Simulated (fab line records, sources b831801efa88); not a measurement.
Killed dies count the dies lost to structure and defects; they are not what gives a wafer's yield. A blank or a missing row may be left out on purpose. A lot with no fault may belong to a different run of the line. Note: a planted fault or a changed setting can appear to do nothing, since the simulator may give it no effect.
The tool behind it: which one?    flow sky130    15 lots with 45 wafers sampled at 6 steps, on a route of 708 steps

## WHAT THE GAUGES READ, wafer by wafer
SKY_FIELD_ISO_THK_MEAS_25. Usual: for FIELD_ISO_CVD_24_THK the level is 597 nm and the standard deviation is 6.2.
lot   measured     on             FIELD_ISO_CVD_24_THK (nm)  flag
L481  day 2 11:37  film-metro-01  601 597 594                
L483  day 2 21:26  film-metro-01  592 601 593                
L485  day 3 10:06  film-metro-03  593 591 583                
L487  day 3 19:03  film-metro-01  593 591 593                
L488  day 3 23:16  film-metro-02  605 599 593                
L489  day 4 06:03  film-metro-01  602 605 594                
L490  day 4 11:58  film-metro-01  594 612 589                
L491  day 4 15:42  film-metro-01  600 600 607                
L496  day 5 19:05  film-metro-01  593 599 606                
L497  day 6 04:32  film-metro-03  592 592 592                
L498  day 6 10:06  film-metro-03  583 592 592                
L500  day 6 19:41  film-metro-01  598 595 604                
L501  day 6 19:41  film-metro-02  597 589 603                
L502  day 7 05:09  film-metro-02  599 597 603                
L503  day 7 12:46  film-metro-03  584 586 597                

SKY_PWDE_TW_MEAS_10. Usual: for PWDE_TW the level is 373.9 and the standard deviation is 1.9.
lot   measured     on             PWDE_TW            flag
L481  day 4 00:12  film-metro-04  375.7 373.7 374.3  
L483  day 4 10:04  film-metro-02  371.6 373.5 372.7  
L485  day 5 01:25  film-metro-01  374.6 374.2 373.0  
L487  day 5 09:19  film-metro-04  376.8 375.9 374.5  
L488  day 5 15:46  film-metro-04  374.8 377.4 375.1  
L489  day 6 00:32  film-metro-01  374.2 374.4 374.0  
L490  day 6 03:37  film-metro-04  372.3 374.0 377.1  
L491  day 6 07:33  film-metro-01  374.4 375.2 374.1  
L496  day 7 17:25  film-metro-02  370.8 372.8 372.5  
L497  day 8 10:42  film-metro-02  371.2 371.0 372.2  
L498  day 8 10:42  film-metro-01  375.1 375.8 375.9  
L500  day 8 19:13  film-metro-01  374.9 374.2 374.1  
L501  day 8 18:34  film-metro-01  373.2 374.7 373.8  
L502  day 9 03:04  film-metro-02  370.5 371.1 370.6  
L503  day 9 10:49  film-metro-01  372.8 374.1 374.4  

SKY_NWELL_TW_MEAS_26. Usual: for NWELL_2_TW the level is 495.7 and the standard deviation is 2.7.
lot   measured      on             NWELL_2_TW         flag
L481  day 5 10:18   film-metro-02  493.6 494.0 492.7  
L483  day 5 21:55   film-metro-02  493.5 492.4 491.8  
L485  day 6 14:13   film-metro-02  495.0 498.0 497.9  
L487  day 6 22:49   film-metro-04  493.4 496.8 498.4  
L488  day 7 05:22   film-metro-01  30.2 30.1 30.3     OFF
L489  day 7 15:17   film-metro-02  30.0 30.0 30.0     OFF
L490  day 7 17:58   film-metro-02  29.9 29.9 29.9     OFF
L491  day 7 22:09   film-metro-04  499.8 497.0 500.1  
L496  day 9 11:10   film-metro-02  490.8 493.5 491.3  
L497  day 10 06:00  film-metro-01  496.1 498.4 496.6  
L498  day 10 04:58  film-metro-02  498.5 493.4 493.4  
L500  day 10 15:28  film-metro-02  492.7 494.7 493.0  
L501  day 10 15:09  film-metro-04  497.0 496.3 494.6  
L502  day 11 00:07  film-metro-04  500.7 500.6 501.1  
L503  day 11 07:01  film-metro-02  494.1 488.9 490.7  

## TOOL THAT RAN EACH LOT (tool first, then ch and the chambers of the sampled wafers, then the start)
lot   SKY_FIELD_ISO_ETCH_14              SKY_NWELL_STRIP_14                    SKY_NWELL_STRIP_25
L481  rie-diel-02 ch 0,1,2, day 2 09:47  plasma-asher-04 ch 0,1, day 4 16:57   plasma-asher-03 ch 0,1, day 5 10:12
L483  rie-diel-04 ch 1,2,3, day 2 19:35  plasma-asher-02 ch 0,1, day 5 03:39   plasma-asher-04 ch 0, day 5 21:48
L485  rie-diel-03 ch 0,1,2, day 3 08:14  plasma-asher-02 ch 0,1, day 5 19:21   plasma-asher-03 ch 0,1, day 6 14:06
L487  rie-diel-04 ch 0,1,3, day 3 17:10  plasma-asher-03 ch 0,1, day 6 04:24   plasma-asher-03 ch 0,1, day 6 22:42
L488  rie-diel-04 ch 0,1,3, day 3 21:22  plasma-asher-03 ch 0,1, day 6 10:41   plasma-asher-04 ch 0,1, day 7 05:16
L489  rie-diel-02 ch 0,3, day 4 02:55    plasma-asher-02 ch 0,1, day 6 18:50   plasma-asher-03 ch 0,1, day 7 15:11
L490  rie-diel-03 ch 0,1,2, day 4 08:34  plasma-asher-04 ch 0,1, day 6 22:16   plasma-asher-02 ch 0,1, day 7 17:52
L491  rie-diel-04 ch 0,3, day 4 13:14    plasma-asher-04 ch 1, day 7 01:33     plasma-asher-04 ch 0,1, day 7 22:03
L496  rie-diel-02 ch 0,2,3, day 5 15:35  plasma-asher-02 ch 0,1, day 8 13:56   plasma-asher-02 ch 0,1, day 9 11:05
L497  rie-diel-03 ch 0,1,2, day 5 23:23  plasma-asher-03 ch 0,1, day 9 07:47   plasma-asher-02 ch 0,1, day 10 05:54
L498  rie-diel-04 ch 0,1,3, day 6 02:46  plasma-asher-04 ch 0,1, day 9 07:21   plasma-asher-03 ch 0, day 10 04:51
L500  rie-diel-04 ch 1,2,3, day 6 14:23  plasma-asher-03 ch 0, day 9 17:24     plasma-asher-04 ch 1, day 10 15:21
L501  rie-diel-03 ch 0,3, day 6 16:58    plasma-asher-04 ch 0,1, day 9 16:53   plasma-asher-02 ch 0,1, day 10 15:02
L502  rie-diel-03 ch 0,1,2, day 7 03:17  plasma-asher-03 ch 0,1, day 10 01:33  plasma-asher-04 ch 1, day 10 23:57
L503  rie-diel-03 ch 0,1,3, day 7 10:53  plasma-asher-02 ch 0,1, day 10 08:21  plasma-asher-03 ch 0,1, day 11 06:54
- SKY_FIELD_ISO_ETCH_14: etches BARC in N2/H2, stops on SiO2, time 45.9 s, target depth 60 nm.
- SKY_NWELL_STRIP_14: strips in O2/N2.
- SKY_NWELL_STRIP_25: strips in O2/N2.

## AS READ BY THE TOOLS THEMSELVES (means over the sampled wafers that have a number; for cases with no such wafer, the mark the record gives instead)
SKY_FIELD_ISO_ETCH_14. Usual: drypump-motor-current-A 5.7 A, standard deviation 0.32; oes-product-au 0.855 a.u., standard deviation 0.0046; throttle-valve-pct 13.226 %, standard deviation 0.0097.
lot   tool         drypump-motor-current-A (A)  oes-product-au (a.u.)  throttle-valve-pct (%)  flag
L481  rie-diel-02  5.5                          0.859                  13.230                  
L483  rie-diel-04  6.0                          0.860                  13.217                  
L485  rie-diel-03  5.9                          0.853                  13.226                  
L487  rie-diel-04  5.7                          0.860                  13.225                  
L488  rie-diel-04  5.7                          0.855                  13.227                  
L489  rie-diel-02  5.4                          0.859                  13.223                  
L490  rie-diel-03  5.9                          0.854                  13.225                  
L491  rie-diel-04  5.6                          0.856                  13.223                  
L496  rie-diel-02  5.6                          0.856                  13.235                  
L497  rie-diel-03  5.9                          0.856                  13.223                  
L498  rie-diel-04  5.7                          0.852                  13.231                  
L500  rie-diel-04  5.9                          0.857                  13.232                  
L501  rie-diel-03  5.5                          0.853                  13.232                  
L502  rie-diel-03  5.9                          0.859                  13.235                  
L503  rie-diel-03  5.6                          0.860                  13.215                  

SKY_NWELL_STRIP_14. Usual: chamber-pressure-mTorr 1499.7 mTorr, standard deviation 1.4; drypump-motor-current-A 5.5 A, standard deviation 0.35; oes-product-au 0.723 a.u., standard deviation 0.0043; strip-time-to-endpoint-s 36.93 s, standard deviation 0.084.
lot   tool             chamber-pressure-mTorr (mTorr)  drypump-motor-current-A (A)  oes-product-au (a.u.)  strip-time-to-endpoint-s (s)  flag
L481  plasma-asher-04  1500.1                          5.5                          0.723                  36.86                         
L483  plasma-asher-02  1499.1                          5.8                          0.722                  36.96                         
L485  plasma-asher-02  1499.8                          5.8                          0.725                  36.96                         
L487  plasma-asher-03  1498.5                          5.5                          0.720                  36.87                         
L488  plasma-asher-03  -                               -                            -                      -                             OFF
L489  plasma-asher-02  -                               -                            -                      -                             OFF
L490  plasma-asher-04  -                               -                            -                      -                             OFF
L491  plasma-asher-04  1499.4                          5.4                          0.722                  36.99                         
L496  plasma-asher-02  1498.7                          5.7                          0.727                  37.00                         
L497  plasma-asher-03  1498.2                          5.6                          0.724                  36.96                         
L498  plasma-asher-04  1500.1                          5.5                          0.725                  36.88                         
L500  plasma-asher-03  1499.3                          4.8                          0.721                  36.97                         
L501  plasma-asher-04  1499.8                          5.5                          0.719                  36.81                         
L502  plasma-asher-03  1501.3                          5.1                          0.721                  37.02                         
L503  plasma-asher-02  1500.7                          5.8                          0.724                  36.87                         

SKY_NWELL_STRIP_25. Usual: chamber-pressure-mTorr 1500.1 mTorr, standard deviation 1.4; drypump-motor-current-A 5.5 A, standard deviation 0.37; oes-product-au 0.722 a.u., standard deviation 0.0043; strip-time-to-endpoint-s 36.96 s, standard deviation 0.088.
lot   tool             chamber-pressure-mTorr (mTorr)  drypump-motor-current-A (A)  oes-product-au (a.u.)  strip-time-to-endpoint-s (s)  flag
L481  plasma-asher-03  1499.1                          5.5                          0.726                  36.96                         
L483  plasma-asher-04  1500.2                          5.6                          0.720                  36.83                         
L485  plasma-asher-03  1501.4                          5.2                          0.726                  36.94                         
L487  plasma-asher-03  1499.5                          5.1                          0.725                  37.00                         
L488  plasma-asher-04  1500.1                          5.4                          0.738                  81.16                         OFF
L489  plasma-asher-03  1501.8                          5.2                          0.742                  81.24                         OFF
L490  plasma-asher-02  1498.8                          5.7                          0.741                  81.21                         OFF
L491  plasma-asher-04  1499.3                          5.5                          0.724                  36.85                         
L496  plasma-asher-02  1500.2                          5.7                          0.722                  37.07                         
L497  plasma-asher-02  1499.2                          5.8                          0.716                  37.01                         
L498  plasma-asher-03  1499.8                          4.9                          0.722                  37.13                         
L500  plasma-asher-04  1500.6                          5.4                          0.722                  36.99                         
L501  plasma-asher-02  1499.5                          5.7                          0.725                  37.13                         
L502  plasma-asher-04  1499.7                          5.4                          0.726                  36.91                         
L503  plasma-asher-03  1498.8                          5.5                          0.723                  36.95                         

## THE ANSWER, worked out from the rows above alone
Rule: a lot is off if the mean of its wafers that have a number lies more than 3 standard deviations from the usual mean. A lot without any number at a reading at which 4 lots or more have one is off too. Where the step has rows for the other lots, those lots are counted as sound. Order of review: gauges by route order, followed by the tools' own readings, for which a lot's mean as printed above is used. At the first step where some lot is off, the reading lying furthest off is the one used; lots without a number count as furthest.
Off: at SKY_NWELL_TW_MEAS_26 (NWELL_2_TW), L488, L489, L490.
If a tool, at a process step before that reading, ran all the lots that are off and no sound lot after the first of them, it fits. Not tried: the gauges at SKY_NWELL_TW_MEAS_26; whatever is off there is also off at SKY_NWELL_STRIP_14, on other tools, and gauge error can't account for it. No candidate that was tried fits.

## WHAT THE SIMULATOR HAD INSERTED
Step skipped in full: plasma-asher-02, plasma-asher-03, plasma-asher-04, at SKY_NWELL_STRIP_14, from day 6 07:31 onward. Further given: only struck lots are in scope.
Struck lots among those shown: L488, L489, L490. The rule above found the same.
